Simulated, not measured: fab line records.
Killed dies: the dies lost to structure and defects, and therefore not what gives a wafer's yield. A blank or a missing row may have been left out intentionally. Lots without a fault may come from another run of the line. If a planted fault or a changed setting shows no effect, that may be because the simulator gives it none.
fab line records	flow sky130
record: lots: 24	wafers: 72	lastDay: 50
route steps=708 shown VIA1@472 CAPM@539 METAL4@635 VIA4@659 PASSIVATION@682
lots with no fault: from the same line, run without faults
startH: start of the lot's first displayed wafer, in hours after the record's first day	waitH: how many hours have passed since the lot's step before this one	" unchanged from the row above	L1.1+2: a row that stands for several wafers	- value missing, or start not given	* or withheld: withheld	< > ~ a bound
route shown NAME@n: names a module that has steps shown in the file, with the first one's number in the route	usual: the fault-free wafers' mean and standard deviation	same: alike in all rows	chamber/n: place in a boat	sites: readings site by site	_std_site: their standard deviation	_edge_site: outer sites' mean less inner sites'	radiusMm: how far each site lies from the wafer's centre	mask NAME#n: copy n	behind: the tool/chamber that last shaped the wafer	hold: reason for holding the lot/hours on hold/outcome of the hold	device: which transistor (n, p or np) failed to switch	end of line: tests of these same wafers at the route's end	where a step has no rows: the recipe by itself	killed: dies that structure and defects cost at the first sort, which is not the same as the wafer's yield	map: the dies of a wafer, with x for killed, . for not killed, _ for no die there
set.NAME: the run value of the setting; set.NAME@STEP: its run value at that earlier step	model.NAME: the simulator's own value behind a step, which no gauge read
the route's steps for a sample of lots (tables are steps, rows are wafers)
services: from which hour (startH, from the record's first day; less than 0 if before it) a tool's chamber was out of use, for how many hours, and why
== steps ==
step: SKY_VIA1_ETCH_14
recipe: chemistry: N2/H2	target: BARC	ionEnergyEv: 200	sourceW: 500	biasW: 100	pressureMtorr: 30	n2FlowSccm: 100	h2FlowSccm: 200	stopOn: SiO2	timeS: 45.9	targetDepthA: 600
usual: drypumpMotorCurrentA: 5.7/0.5	oesProductAu: 0.854/0.0049	throttleValvePct: 13.225/0.0097
same: timeS: 45.9
lot.wafer	tool	chamber	startH	waitH	drypumpMotorCurrentA	oesProductAu	rfHoursCounterH	throttleValvePct
L074.2	rieDiel-01	1	801.27	0.0	6.3	0.859	14	13.230
L074.3	"	2	"	"	5.5	0.850	17	13.243
L074.4	"	3	"	"	4.8	0.852	0	13.222
L075.2	rieDiel-04	3	802.72	0.0	5.0	0.861	5	13.226
L075.3	"	0	"	"	5.4	0.852	1	13.236
L075.4	"	1	"	"	5.6	0.856	2	13.219
L076.1	rieDiel-02	2	815.34	0.0	5.9	0.848	7	13.232
L076.4	"	3	"	"	6.1	0.850	4	13.234
L076.5	"	0	"	"	5.8	0.859	-	13.224
L077.1	rieDiel-04	1	832.39	0.0	5.6	0.856	3	13.223
L077.4	"	3	"	"	5.0	0.851	-	13.246
L077.6	"	1	"	"	5.6	0.847	-	13.220
L079.1	rieDiel-02	1	841.34	0.0	5.5	0.856	21	13.214
L079.2	"	0	"	"	5.8	0.852	16	13.226
L079.6	"	1	"	"	5.5	0.863	-	13.227
L078.1	rieDiel-01	1	841.69	0.0	6.3	0.858	15	13.225
L078.3	"	3	"	"	4.8	0.844	2	13.215
L078.6	"	3	"	"	4.8	0.854	-	13.231
L080.3	rieDiel-04	1	841.74	0.0	5.7	0.853	3	13.218
L080.5	"	1	"	"	5.7	0.846	-	13.234
L080.6	"	0	"	"	5.4	0.852	-	13.217
L081.2	rieDiel-01	0	870.34	0.0	6.5	0.853	13	13.227
L081.5	"	3	"	"	4.8	0.862	-	13.229
L081.6	"	0	"	"	6.4	0.853	-	13.229
L083.1	rieDiel-01	0	875.49	0.0	6.5	0.834	14	13.222
L083.2	"	1	"	"	6.3	0.849	16	13.231
L083.5	"	3	"	"	4.8	0.853	-	13.215
L082.1	rieDiel-01	0	879.39	0.0	6.5	0.849	14	13.238
L082.2	"	2	"	"	5.5	0.852	20	13.217
L082.3	"	1	"	"	6.3	0.846	16	13.241
L084.1	rieDiel-01	3	884.19	0.0	4.8	0.858	3	13.230
L084.2	"	1	"	"	6.2	0.858	16	13.233
L084.3	"	2	"	"	5.5	0.851	20	13.222
L085.1	rieDiel-02	2	896.19	0.0	5.8	0.855	10	13.234
L085.3	"	0	"	"	5.8	0.852	18	13.218
L085.4	"	1	"	"	5.5	0.861	23	13.200
L086.1	rieDiel-04	0	901.89	0.0	5.4	0.859	3	13.238
L086.3	"	1	"	"	5.6	0.859	5	13.238
L086.6	"	0	"	"	5.4	0.856	-	13.235
L088.1	rieDiel-04	2	918.47	0.0	5.5	0.859	5	13.218
L088.3	"	1	"	"	5.7	0.862	5	13.218
L088.6	"	0	"	"	5.3	0.864	-	13.220
L087.2	rieDiel-02	1	919.72	0.0	5.4	0.857	23	13.232
L087.4	"	2	"	"	5.9	0.860	-	13.225
L087.6	"	1	"	"	5.5	0.841	-	13.223
L090.4	rieDiel-04	3	921.89	0.0	5.0	0.850	8	13.224
L090.5	"	3	"	"	5.0	0.861	-	13.214
L090.6	"	2	"	"	5.5	0.866	-	13.218
L089.1	rieDiel-01	2	922.39	0.0	5.5	0.855	21	13.235
L089.3	"	1	"	"	6.3	0.861	18	13.222
L089.6	"	0	"	"	6.4	0.855	-	13.235
L091.3	rieDiel-01	2	927.67	0.0	5.5	0.853	21	13.235
L091.4	"	3	"	"	4.8	0.859	5	13.223
L091.5	"	1	"	"	6.3	0.860	-	13.221
L092.1	rieDiel-02	3	930.52	0.0	6.1	0.850	8	13.233
L092.4	"	1	"	"	5.5	0.854	24	13.220
L092.5	"	2	"	"	5.9	0.850	-	13.208
L093.3	rieDiel-01	2	943.62	0.0	5.5	0.852	22	13.221
L093.4	"	1	"	"	6.3	0.859	19	13.220
L093.5	"	1	"	"	6.3	0.857	-	13.235
L094.3	rieDiel-04	3	945.24	0.0	5.0	0.849	9	13.232
L094.4	"	1	"	"	5.7	0.851	6	13.238
L094.6	"	0	"	"	5.3	0.851	-	13.228
L095.1	rieDiel-04	2	950.89	0.0	5.5	0.852	6	13.216
L095.5	"	1	"	"	5.6	0.854	-	13.233
L095.6	"	0	"	"	5.3	0.858	-	13.203
L096.2	rieDiel-02	3	960.34	0.0	6.2	0.855	9	13.217
L096.3	"	0	"	"	5.8	0.847	20	13.215
L096.5	"	0	"	"	5.8	0.856	-	13.220
L097.1	rieDiel-04	0	963.34	0.0	5.3	0.848	5	13.227
L097.5	"	2	"	"	5.5	0.849	-	13.215
L097.6	"	1	"	"	5.7	0.856	-	13.228
step: SKY_CAPM_SPUTTER_02
recipe: material: TiN	targetThkNm: 200	tempC: 300	powerW: 6500	timeS: 166.7	chamberPressurePa: 0.4
usual: throttleValvePct: 29.6/1.2
same: timeS: 166.7
lot.wafer	tool	chamber	startH	waitH	throttleValvePct
L074.2	pvdSputter-01	-	861.03	0.0	28.2
L074.3	"	-	"	"	31.4
L074.4	"	-	"	"	29.4
L075.2	pvdSputter-02	-	861.38	0.0	28.6
L075.3	"	-	"	"	30.3
L075.4	"	-	"	"	27.8
L076.1	pvdSputter-01	-	873.39	0.1	29.9
L076.4	"	-	"	"	29.2
L076.5	"	-	"	"	28.9
L077.1	pvdSputter-02	-	889.21	0.1	27.8
L077.4	"	-	"	"	30.1
L077.6	"	-	"	"	27.8
L079.1	pvdSputter-04	-	898.24	0.1	29.5
L079.2	"	-	"	"	29.7
L079.6	"	-	"	"	32.5
L078.1	pvdSputter-04	-	898.88	0.1	29.8
L078.3	"	-	"	"	29.5
L078.6	"	-	"	"	32.5
L080.3	pvdSputter-01	-	899.40	0.0	28.5
L080.5	"	-	"	"	28.3
L080.6	"	-	"	"	28.9
L081.2	pvdSputter-04	-	925.63	0.0	29.5
L081.5	"	-	"	"	29.7
L081.6	"	-	"	"	29.2
L083.1	pvdSputter-02	-	931.48	0.1	28.9
L083.2	"	-	"	"	29.1
L083.5	"	-	"	"	28.9
L082.1	pvdSputter-01	-	935.63	0.1	31.3
L082.2	"	-	"	"	29.7
L082.3	"	-	"	"	29.4
L084.1	pvdSputter-01	-	939.78	0.1	29.8
L084.2	"	-	"	"	31.1
L084.3	"	-	"	"	29.1
L085.1	pvdSputter-01	-	950.16	0.1	31.4
L085.3	"	-	"	"	29.5
L085.4	"	-	"	"	29.4
L086.1	pvdSputter-04	-	955.84	0.1	29.4
L086.3	"	-	"	"	32.5
L086.6	"	-	"	"	29.9
L088.1	pvdSputter-02	-	972.38	0.1	29.0
L088.3	"	-	"	"	28.8
L088.6	"	-	"	"	30.2
L087.2	pvdSputter-02	-	973.38	0.0	27.6
L087.4	"	-	"	"	29.2
L087.6	"	-	"	"	29.2
L090.4	pvdSputter-01	-	975.11	0.0	29.0
L090.5	"	-	"	"	28.4
L090.6	"	-	"	"	29.2
L089.1	pvdSputter-04	-	976.53	0.1	29.8
L089.3	"	-	"	"	32.3
L089.6	"	-	"	"	32.6
L091.3	pvdSputter-01	-	980.63	0.0	31.2
L091.4	"	-	"	"	28.4
L091.5	"	-	"	"	28.4
L092.1	pvdSputter-01	-	984.31	0.1	29.6
L092.4	"	-	"	"	31.3
L092.5	"	-	"	"	29.2
L093.3	pvdSputter-01	-	996.94	0.0	29.6
L093.4	"	-	"	"	31.5
L093.5	"	-	"	"	28.9
L094.3	pvdSputter-01	-	998.08	0.0	29.6
L094.4	"	-	"	"	31.3
L094.6	"	-	"	"	28.4
L095.1	pvdSputter-04	-	1003.28	0.1	29.3
L095.5	"	-	"	"	32.1
L095.6	"	-	"	"	29.7
L096.2	pvdSputter-01	-	1012.48	0.0	31.3
L096.3	"	-	"	"	28.9
L096.5	"	-	"	"	29.4
L097.1	pvdSputter-01	-	1015.43	0.1	31.5
L097.5	"	-	"	"	28.8
L097.6	"	-	"	"	28.4
step: SKY_METAL4_STRIP_19
recipe: chemistry: O2/N2	powerW: 1400	pressureMtorr: 1500	platenTempC: withheld	o2FlowSccm: 3000	n2FlowSccm: 300	overashFraction: 0.5
usual: drypumpMotorCurrentA: 5.49/0.25	oesProductAu: 0.501/0.0056	stripTimeToEndpointS: 6.51/0.072
lot.wafer	tool	chamber	startH	waitH	drypumpMotorCurrentA	oesProductAu	rfHoursCounterH	stripTimeToEndpointS
L074.2	plasmaAsher-01	1	990.33	0.1	5.92	0.504	84	6.60
L074.3	"	0	"	"	5.06	0.508	-	6.56
L074.4	"	1	"	"	5.91	0.506	-	6.60
L075.2	plasmaAsher-04	1	992.47	0.1	5.67	0.505	22	6.53
L075.3	"	1	"	"	5.71	0.506	-	6.48
L075.4	"	0	"	"	5.54	0.493	-	6.47
L076.1	plasmaAsher-01	1	1000.40	0.1	5.92	0.503	85	6.61
L076.4	"	1	"	"	5.93	0.500	-	6.62
L076.5	"	1	"	"	5.95	0.501	-	6.51
L077.1	plasmaAsher-03	0	1015.63	0.2	5.40	0.504	60	6.50
L077.4	"	1	"	"	5.45	0.502	-	6.47
L077.6	"	1	"	"	5.44	0.501	-	6.50
L079.1	plasmaAsher-03	0	1023.45	0.1	5.37	0.502	61	6.67
L079.2	"	1	"	"	5.45	0.501	61	6.60
L079.6	"	0	"	"	5.37	0.500	-	6.58
L078.1	plasmaAsher-04	0	1024.45	0.1	5.56	0.498	25	6.54
L078.3	"	1	"	"	5.70	0.500	-	6.51
L078.6	"	1	"	"	5.77	0.492	-	6.60
L080.3	plasmaAsher-01	0	1025.35	0.1	5.07	0.500	-	6.49
L080.5	"	1	"	"	5.93	0.499	-	6.50
L080.6	"	0	"	"	5.06	0.508	-	6.60
L081.2	plasmaAsher-04	0	1049.62	0.1	5.55	0.503	28	6.56
L081.5	"	0	"	"	5.56	0.496	-	6.47
L081.6	"	1	"	"	5.77	0.504	-	6.44
L083.1	plasmaAsher-04	0	1054.90	0.1	5.54	0.513	29	6.57
L083.2	"	1	"	"	5.67	0.492	29	6.54
L083.5	"	0	"	"	5.55	0.502	-	6.53
L082.1	plasmaAsher-03	1	1057.17	0.1	5.42	0.505	65	6.58
L082.2	"	0	"	"	5.39	0.513	65	6.59
L082.3	"	0	"	"	5.37	0.511	-	6.60
L084.1	plasmaAsher-03	1	1059.80	0.1	5.45	0.497	65	6.51
L084.2	"	0	"	"	5.38	0.509	65	6.60
L084.3	"	1	"	"	5.44	0.503	-	6.49
L085.1	plasmaAsher-01	0	1070.02	0.1	5.05	0.502	91	6.48
L085.3	"	1	"	"	5.94	0.496	-	6.51
L085.4	"	0	"	"	5.04	0.489	-	6.50
L086.1	plasmaAsher-03	1	1074.92	0.1	5.45	0.503	67	6.55
L086.3	"	1	"	"	5.44	0.498	-	6.44
L086.6	"	0	"	"	5.37	0.505	-	6.49
L088.1	plasmaAsher-01	1	1090.77	0.1	5.91	0.506	93	6.50
L088.3	"	0	"	"	5.05	0.502	-	6.58
L088.6	"	1	"	"	5.92	0.498	-	6.59
L087.2	plasmaAsher-01	0	1091.72	0.1	5.07	0.502	94	6.59
L087.4	"	0	"	"	5.07	0.508	-	6.56
L087.6	"	1	"	"	5.92	0.503	-	6.55
L090.4	plasmaAsher-03	0	1092.18	0.1	5.38	0.492	-	6.39
L090.5	"	0	"	"	5.38	0.495	-	6.41
L090.6	"	1	"	"	5.43	0.498	-	6.57
L089.1	plasmaAsher-03	1	1093.00	0.1	5.44	0.498	68	6.46
L089.3	"	0	"	"	5.37	0.495	-	6.40
L089.6	"	0	"	"	5.34	0.493	-	6.38
L091.3	plasmaAsher-04	0	1097.73	0.1	5.54	0.492	-	6.53
L091.4	"	1	"	"	5.72	0.488	-	6.36
L091.5	"	1	"	"	5.65	0.493	-	6.36
L092.1	plasmaAsher-03	0	1101.47	0.1	5.40	0.494	69	6.47
L092.4	"	0	"	"	5.39	0.499	-	6.46
L092.5	"	1	"	"	5.44	0.504	-	6.47
L093.3	plasmaAsher-03	1	1109.94	0.1	5.43	0.498	-	6.49
L093.4	"	0	"	"	5.35	0.504	-	6.46
L093.5	"	1	"	"	5.43	0.506	-	6.47
L094.3	plasmaAsher-03	0	1112.80	0.1	5.37	0.493	-	6.54
L094.4	"	1	"	"	5.46	0.501	-	6.41
L094.6	"	1	"	"	5.45	0.499	-	6.46
L095.1	plasmaAsher-01	1	1117.16	0.1	5.92	0.484	96	6.35
L095.5	"	1	"	"	5.92	0.495	-	6.33
L095.6	"	0	"	"	5.06	0.499	-	6.47
L096.2	plasmaAsher-04	0	1123.90	0.1	5.54	0.494	36	6.50
L096.3	"	0	"	"	5.56	0.500	-	6.57
L096.5	"	1	"	"	5.68	0.499	-	6.49
L097.1	plasmaAsher-03	0	1126.32	0.1	5.41	0.497	72	6.44
L097.5	"	0	"	"	5.37	0.502	-	6.58
L097.6	"	1	"	"	5.45	0.498	-	6.36
step: SKY_VIA4_THK_MEAS_20
recipe: thkMeasGauge: xrf	reads: W_of_VIA4_CVD_18
usual: VIA4_W_THK: 511/7.8
lot.wafer	tool	chamber	startH	waitH	VIA4_W_THK[nm]
L074.2	filmMetro-03	-	1015.76	0.1	510
L074.3	"	-	"	"	516
L074.4	"	-	"	"	504
L075.2	filmMetro-03	-	1018.33	0.1	513
L075.3	"	-	"	"	511
L075.4	"	-	"	"	514
L076.1	filmMetro-01	-	1025.53	0.1	515
L076.4	"	-	"	"	506
L076.5	"	-	"	"	505
L077.1	filmMetro-01	-	1040.29	0.1	510
L077.4	"	-	"	"	507
L077.6	"	-	"	"	509
L079.1	filmMetro-04	-	1048.53	0.1	509
L079.2	"	-	"	"	502
L079.6	"	-	"	"	509
L078.1	filmMetro-03	-	1049.18	0.1	514
L078.3	"	-	"	"	520
L078.6	"	-	"	"	517
L080.3	filmMetro-04	-	1049.88	0.1	511
L080.5	"	-	"	"	501
L080.6	"	-	"	"	511
L081.2	filmMetro-01	-	1073.52	0.1	511
L081.5	"	-	"	"	515
L081.6	"	-	"	"	513
L083.1	filmMetro-01	-	1078.40	0.1	520
L083.2	"	-	"	"	507
L083.5	"	-	"	"	500
L082.1	filmMetro-04	-	1080.43	0.1	504
L082.2	"	-	"	"	508
L082.3	"	-	"	"	516
L084.1	filmMetro-04	-	1082.94	0.1	512
L084.2	"	-	"	"	522
L084.3	"	-	"	"	516
L085.1	filmMetro-03	-	1092.58	0.1	513
L085.3	"	-	"	"	523
L085.4	"	-	"	"	516
L086.1	filmMetro-04	-	1097.53	0.1	506
L086.3	"	-	"	"	503
L086.6	"	-	"	"	510
L088.1	filmMetro-03	-	1113.43	0.1	519
L088.3	"	-	"	"	528
L088.6	"	-	"	"	521
L087.2	filmMetro-01	-	1114.58	0.1	506
L087.4	"	-	"	"	497
L087.6	"	-	"	"	515
L090.4	filmMetro-04	-	1115.23	0.1	513
L090.5	"	-	"	"	519
L090.6	"	-	"	"	506
L089.1	filmMetro-03	-	1116.02	0.1	527
L089.3	"	-	"	"	517
L089.6	"	-	"	"	514
L091.3	filmMetro-04	-	1120.16	0.1	517
L091.4	"	-	"	"	522
L091.5	"	-	"	"	514
L092.1	filmMetro-01	-	1124.14	0.1	509
L092.4	"	-	"	"	511
L092.5	"	-	"	"	515
L093.3	filmMetro-03	-	1131.93	0.1	509
L093.4	"	-	"	"	506
L093.5	"	-	"	"	511
L094.3	filmMetro-01	-	1134.62	0.1	508
L094.4	"	-	"	"	526
L094.6	"	-	"	"	520
L095.1	filmMetro-04	-	1138.86	0.1	494
L095.5	"	-	"	"	503
L095.6	"	-	"	"	519
L096.2	filmMetro-04	-	1145.39	0.1	494
L096.3	"	-	"	"	497
L096.5	"	-	"	"	498
L097.1	filmMetro-04	-	1147.82	0.1	509
L097.5	"	-	"	"	515
L097.6	"	-	"	"	506
step: SKY_PASSIVATION_THK_MEAS_01
recipe: reads: SiO2_of_PASSIVATION_CVD_00
usual: PASSIVATION_CVD_00_THK: 89.9/1.2
lot.wafer	tool	chamber	startH	waitH	PASSIVATION_CVD_00_THK[nm]
L074.2	filmMetro-04	-	1040.08	-	90.0
L074.3	"	-	"	"	90.2
L074.4	"	-	"	"	91.6
L075.2	filmMetro-04	-	1041.83	-	90.9
L075.3	"	-	"	"	89.3
L075.4	"	-	"	"	90.7
L076.1	filmMetro-02	-	1049.94	-	88.4
L076.4	"	-	"	"	90.4
L076.5	"	-	"	"	90.6
L077.1	filmMetro-03	-	1063.29	-	88.5
L077.4	"	-	"	"	89.9
L077.6	"	-	"	"	89.4
L079.1	filmMetro-03	-	1071.63	-	89.5
L079.2	"	-	"	"	88.3
L079.6	"	-	"	"	90.5
L078.1	filmMetro-04	-	1072.19	-	89.7
L078.3	"	-	"	"	90.6
L078.6	"	-	"	"	91.2
L080.3	filmMetro-02	-	1072.72	-	89.1
L080.5	"	-	"	"	90.0
L080.6	"	-	"	"	90.3
L081.2	filmMetro-04	-	1095.47	-	89.5
L081.5	"	-	"	"	90.8
L081.6	"	-	"	"	90.4
L083.1	filmMetro-04	-	1101.16	-	87.9
L083.2	"	-	"	"	88.7
L083.5	"	-	"	"	88.9
L082.1	filmMetro-03	-	1102.44	-	88.2
L082.2	"	-	"	"	89.0
L082.3	"	-	"	"	88.6
L084.1	filmMetro-03	-	1104.76	-	88.1
L084.2	"	-	"	"	89.4
L084.3	"	-	"	"	89.7
L085.1	filmMetro-03	-	1114.71	-	87.7
L085.3	"	-	"	"	88.9
L085.4	"	-	"	"	89.2
L086.1	filmMetro-03	-	1118.86	-	87.7
L086.3	"	-	"	"	88.7
L086.6	"	-	"	"	89.4
L088.1	filmMetro-03	-	1133.86	-	88.2
L088.3	"	-	"	"	89.6
L088.6	"	-	"	"	90.8
L087.2	filmMetro-03	-	1135.23	-	91.0
L087.4	"	-	"	"	91.8
L087.6	"	-	"	"	91.2
L090.4	filmMetro-04	-	1136.00	-	89.3
L090.5	"	-	"	"	90.6
L090.6	"	-	"	"	91.4
L089.1	filmMetro-02	-	1136.98	-	89.2
L089.3	"	-	"	"	90.8
L089.6	"	-	"	"	90.2
L091.3	filmMetro-04	-	1140.83	-	89.2
L091.4	"	-	"	"	92.3
L091.5	"	-	"	"	91.1
L092.1	filmMetro-04	-	1145.88	-	90.9
L092.4	"	-	"	"	90.5
L092.5	"	-	"	"	91.8
L093.3	filmMetro-02	-	1152.45	-	90.4
L093.4	"	-	"	"	92.2
L093.5	"	-	"	"	91.0
L094.3	filmMetro-02	-	1154.94	-	89.2
L094.4	"	-	"	"	90.6
L094.6	"	-	"	"	89.6
L095.1	filmMetro-03	-	1158.67	-	88.3
L095.5	"	-	"	"	90.3
L095.6	"	-	"	"	90.1
L096.2	filmMetro-02	-	1165.45	-	89.6
L096.3	"	-	"	"	89.7
L096.5	"	-	"	"	91.0
L097.1	filmMetro-04	-	1166.58	-	88.0
L097.5	"	-	"	"	91.6
L097.6	"	-	"	"	91.7
step: SKY_PASSIVATION_THK_MEAS_03
recipe: reads: Si3N4_of_PASSIVATION_CVD_02
usual: PASSIVATION_CVD_02_THK: 537/7.1
lot.wafer	tool	chamber	startH	waitH	PASSIVATION_CVD_02_THK[nm]
L074.2	filmMetro-04	-	1040.37	-	537
L074.3	"	-	"	"	530
L074.4	"	-	"	"	536
L075.2	filmMetro-04	-	1042.12	-	545
L075.3	"	-	"	"	538
L075.4	"	-	"	"	552
L076.1	filmMetro-03	-	1050.22	-	528
L076.4	"	-	"	"	541
L076.5	"	-	"	"	545
L077.1	filmMetro-04	-	1063.57	-	528
L077.4	"	-	"	"	540
L077.6	"	-	"	"	549
L079.1	filmMetro-02	-	1071.92	-	534
L079.2	"	-	"	"	530
L079.6	"	-	"	"	543
L078.1	filmMetro-04	-	1072.47	-	529
L078.3	"	-	"	"	537
L078.6	"	-	"	"	540
L080.3	filmMetro-02	-	1073.00	-	524
L080.5	"	-	"	"	535
L080.6	"	-	"	"	544
L081.2	filmMetro-04	-	1095.75	-	529
L081.5	"	-	"	"	540
L081.6	"	-	"	"	540
L083.1	filmMetro-03	-	1101.46	-	532
L083.2	"	-	"	"	535
L083.5	"	-	"	"	529
L082.1	filmMetro-02	-	1102.73	-	527
L082.2	"	-	"	"	536
L082.3	"	-	"	"	537
L084.1	filmMetro-04	-	1105.05	-	532
L084.2	"	-	"	"	538
L084.3	"	-	"	"	545
L085.1	filmMetro-02	-	1115.00	-	527
L085.3	"	-	"	"	531
L085.4	"	-	"	"	548
L086.1	filmMetro-02	-	1119.14	-	527
L086.3	"	-	"	"	529
L086.6	"	-	"	"	542
L088.1	filmMetro-02	-	1134.15	-	528
L088.3	"	-	"	"	526
L088.6	"	-	"	"	545
L087.2	filmMetro-02	-	1135.63	-	536
L087.4	"	-	"	"	536
L087.6	"	-	"	"	535
L090.4	filmMetro-02	-	1136.29	-	546
L090.5	"	-	"	"	544
L090.6	"	-	"	"	543
L089.1	filmMetro-02	-	1137.27	-	541
L089.3	"	-	"	"	539
L089.6	"	-	"	"	550
L091.3	filmMetro-04	-	1141.23	-	533
L091.4	"	-	"	"	536
L091.5	"	-	"	"	533
L092.1	filmMetro-04	-	1146.17	-	533
L092.4	"	-	"	"	541
L092.5	"	-	"	"	534
L093.3	filmMetro-02	-	1152.73	-	527
L093.4	"	-	"	"	540
L093.5	"	-	"	"	532
L094.3	filmMetro-04	-	1155.23	-	547
L094.4	"	-	"	"	548
L094.6	"	-	"	"	555
L095.1	filmMetro-02	-	1158.96	-	536
L095.5	"	-	"	"	549
L095.6	"	-	"	"	546
L096.2	filmMetro-04	-	1165.73	-	523
L096.3	"	-	"	"	527
L096.5	"	-	"	"	543
L097.1	filmMetro-03	-	1166.87	-	529
L097.5	"	-	"	"	537
L097.6	"	-	"	"	542
== services ==
tool	chamber	startH	hours	kind
rieDiel-01	0	783.64	9.3	repair
rieDiel-04	1	792.43	6.5	repair
rieDiel-04	2	823.70	9.5	repair
rieDiel-01	2	829.88	2.6	repair
rieDiel-04	-	834.95	2.8	pm
pvdSputter-01	-	838.64	1.0	repair
plasmaAsher-03	-	852.45	2.8	pm
rieDiel-04	3	865.53	6.7	repair
rieDiel-04	2	898.06	4.4	repair
rieDiel-01	3	919.41	3.8	repair
rieDiel-04	-	980.70	9.6	repair
rieDiel-04	1	982.67	11.7	repair
rieDiel-01	1	991.42	3.8	repair
rieDiel-04	3	997.10	5.6	repair
rieDiel-01	3	1000.42	3.1	repair
pvdSputter-01	-	1000.82	4.7	repair
rieDiel-04	3	1030.97	15.0	repair
rieDiel-04	-	1058.51	0.6	repair
rieDiel-04	1	1065.59	4.5	repair
rieDiel-01	-	1074.77	5.0	repair
pvdSputter-01	-	1094.32	7.4	repair
rieDiel-01	0	1097.65	35.4	repair
rieDiel-04	3	1099.30	3.9	repair
rieDiel-01	1	1113.07	4.9	repair
== key ==
fault none
